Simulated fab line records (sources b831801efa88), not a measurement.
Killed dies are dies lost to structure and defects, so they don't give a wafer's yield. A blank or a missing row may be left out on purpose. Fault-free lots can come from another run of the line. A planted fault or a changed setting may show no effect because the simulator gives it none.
Which tool is to blame? | flow gf180mcu | 13 lots, 39 wafers sampled, at 4 steps of a route of 602

WHAT THE GAUGES READ, wafer by wafer
GF_V5_BOW_MEAS_05. Usual: V5_BOW 131 um, standard deviation 9.9.
lot  | measured     | on            | V5_BOW (um) | flag
L867 | day 27 00:13 | film metro-04 | 137 137 132 |
L868 | day 27 06:04 | film metro-04 | 141 129 135 |
L870 | day 28 00:22 | film metro-02 | 126 125 123 |
L874 | day 29 12:55 | film metro-03 | 129 133 112 |
L875 | day 29 17:05 | film metro-04 | 158 148 145 |
L882 | day 31 12:41 | film metro-04 | 122 128 121 |
L884 | day 32 05:46 | film metro-02 | 131 136 143 |
L883 | day 32 06:32 | film metro-03 | 130 118 118 |
L885 | day 32 07:26 | film metro-04 | 126 124 139 |
L886 | day 32 12:15 | film metro-03 | 134 138 118 |
L887 | day 32 19:58 | film metro-04 | 133 136 147 |
L888 | day 33 02:22 | film metro-04 | 128 131 130 |
L889 | day 33 03:40 | film metro-02 | 124 116 127 |

TOOL THAT RAN EACH LOT (tool first, then ch and the chambers of the sampled wafers, then the start)
lot  | GF_M5_STRIP_11                       | GF_V5_CVD_02                    | GF_V5_CMP_04
L867 | plasma asher-04 ch 0,1, day 26 23:06 | pecvd-02 ch 1,2, day 26 23:44   | cmp-02 ch 0,1,3, day 26 23:57
L868 | plasma asher-02 ch 0,1, day 27 04:56 | pecvd-02 ch 0,1,2, day 27 05:35 | cmp-02 ch 1,2, day 27 05:45
L870 | plasma asher-02 ch 0, day 27 23:14   | pecvd-01 ch 0,1, day 27 23:53   | cmp-02 ch 0,3, day 28 00:03
L874 | plasma asher-01 ch 0,1, day 29 11:46 | pecvd-01 ch 0,1,2, day 29 12:26 | cmp-02 ch 0,1,3, day 29 12:37
L875 | plasma asher-01 ch 0,1, day 29 15:36 | pecvd-01 ch 0,2, day 29 16:16   | cmp-01 ch 0,3, day 29 16:46
L882 | plasma asher-04 ch 0,1, day 31 11:20 | pecvd-04 ch 0,2, day 31 12:11   | cmp-01 ch 0,1,2, day 31 12:22
L884 | plasma asher-02 ch 0,1, day 32 03:58 | pecvd-04 ch 0, day 32 05:00     | cmp-01 ch 0,1,3, day 32 05:33
L883 | plasma asher-02 ch 0,1, day 32 05:06 | pecvd-02 ch 0,2, day 32 06:04   | cmp-02 ch 1,2,3, day 32 06:14
L885 | plasma asher-04 ch 0,1, day 32 05:20 | pecvd-02 ch 1,2, day 32 06:35   | cmp-02 ch 0,2, day 32 07:08
L886 | plasma asher-01 ch 0,1, day 32 09:33 | pecvd-01 ch 0,1,2, day 32 10:32 | cmp-02 ch 1,2, day 32 11:59
L887 | plasma asher-01 ch 0,1, day 32 18:48 | pecvd-04 ch 0,1,2, day 32 19:28 | cmp-01 ch 2,3, day 32 19:38
L888 | plasma asher-01 ch 0,1, day 33 01:08 | pecvd-04 ch 0,1, day 33 01:51   | cmp-01 ch 0,3, day 33 02:01
L889 | plasma asher-02 ch 0,1, day 33 02:22 | pecvd-02 ch 0,2, day 33 03:12   | cmp-01 ch 0,2,3, day 33 03:28
- GF_M5_STRIP_11: strips in O2/N2.
- GF_V5_CVD_02: deposits SiO2 from TEOS, target thk 1450 nm, time 163.28 s.
- GF_V5_CMP_04: polishes SiO2.

WHAT THE TOOLS THEMSELVES READ (means of the sampled wafers that have a number; where no wafer has one, the mark that the record gives instead)
GF_M5_STRIP_11. Usual: drypump motor current A 5.7 A, standard deviation 0.46; heater power w 317 W, standard deviation 34; oes product au 0.544 a.u., standard deviation 0.005; strip time to endpoint s 7.54 s, standard deviation 0.042.
lot  | tool            | drypump motor current A (A) | heater power w (W) | oes product au (a.u.) | strip time to endpoint s (s) | flag
L867 | plasma asher-04 | 5.6                         | 298                | 0.545                 | 7.56                         |
L868 | plasma asher-02 | 6.0                         | 342                | 0.542                 | 7.50                         |
L870 | plasma asher-02 | 6.3                         | 366                | 0.543                 | 7.55                         |
L874 | plasma asher-01 | 5.8                         | 313                | 0.541                 | 7.55                         |
L875 | plasma asher-01 | 5.9                         | 316                | 0.542                 | 7.49                         |
L882 | plasma asher-04 | 5.4                         | 285                | 0.542                 | 7.57                         |
L884 | plasma asher-02 | 5.7                         | 315                | 0.540                 | 7.53                         |
L883 | plasma asher-02 | 6.0                         | 344                | 0.548                 | 7.53                         |
L885 | plasma asher-04 | 5.6                         | 300                | 0.541                 | 7.49                         |
L886 | plasma asher-01 | 5.8                         | 296                | 0.541                 | 7.51                         |
L887 | plasma asher-01 | 5.5                         | 307                | 0.544                 | 7.53                         |
L888 | plasma asher-01 | 5.8                         | 298                | 0.544                 | 7.54                         |
L889 | plasma asher-02 | 5.7                         | 315                | 0.551                 | 7.56                         |

GF_V5_CVD_02. Usual: heater power w at 627 W, with a standard deviation of 110.
lot  | tool     | heater power w (W) | flag
L867 | pecvd-02 | 605                |
L868 | pecvd-02 | 603                |
L870 | pecvd-01 | 757                |
L874 | pecvd-01 | 699                |
L875 | pecvd-01 | 785                |
L882 | pecvd-04 | 624                |
L884 | pecvd-04 | 647                |
L883 | pecvd-02 | 526                |
L885 | pecvd-02 | 599                |
L886 | pecvd-01 | 660                |
L887 | pecvd-04 | 564                |
L888 | pecvd-04 | 670                |
L889 | pecvd-02 | 544                |

GF_V5_CMP_04. Usual: motor current A 11.7 A, standard deviation 0.98; platen rpm 60.00 rpm, standard deviation 0.037; slurry flow ml min 149.9, standard deviation 0.45.
lot  | tool   | motor current A (A) | platen rpm (rpm) | slurry flow ml min | flag
L867 | cmp-02 | 11.8                | 59.98            | 150.0              |
L868 | cmp-02 | 11.9                | 59.99            | 149.7              |
L870 | cmp-02 | 11.5                | 59.99            | 150.1              |
L874 | cmp-02 | 11.5                | 59.98            | 149.8              |
L875 | cmp-01 | 11.2                | 59.98            | 149.9              |
L882 | cmp-01 | 12.0                | 60.00            | 150.3              |
L884 | cmp-01 | 11.3                | 60.00            | 150.1              |
L883 | cmp-02 | 11.9                | 59.98            | 149.9              |
L885 | cmp-02 | 11.2                | 60.00            | 150.3              |
L886 | cmp-02 | 11.7                | 60.01            | 149.8              |
L887 | cmp-01 | 12.1                | 59.96            | 149.8              |
L888 | cmp-01 | 10.7                | 60.01            | 150.3              |
L889 | cmp-01 | 12.0                | 60.00            | 149.6              |

THE ANSWER, worked out from the rows above alone
Rule: a lot counts as off when the mean over its wafers that have a number is more than 3 standard deviations away from the usual mean. Also off: a lot with no number at a reading for which 4 or more lots have one. The other lots that the step has rows for count as sound. After the gauges, taken in route order, come the tools' own readings; for these a lot's mean is taken, as printed above. At the first step where some lot is off, the reading lying furthest off is the one used; lots without a number count as furthest.
Nothing can be told from this: no lot is off at any reading shown.

WHAT HAD BEEN PUT IN BY THE SIMULATOR
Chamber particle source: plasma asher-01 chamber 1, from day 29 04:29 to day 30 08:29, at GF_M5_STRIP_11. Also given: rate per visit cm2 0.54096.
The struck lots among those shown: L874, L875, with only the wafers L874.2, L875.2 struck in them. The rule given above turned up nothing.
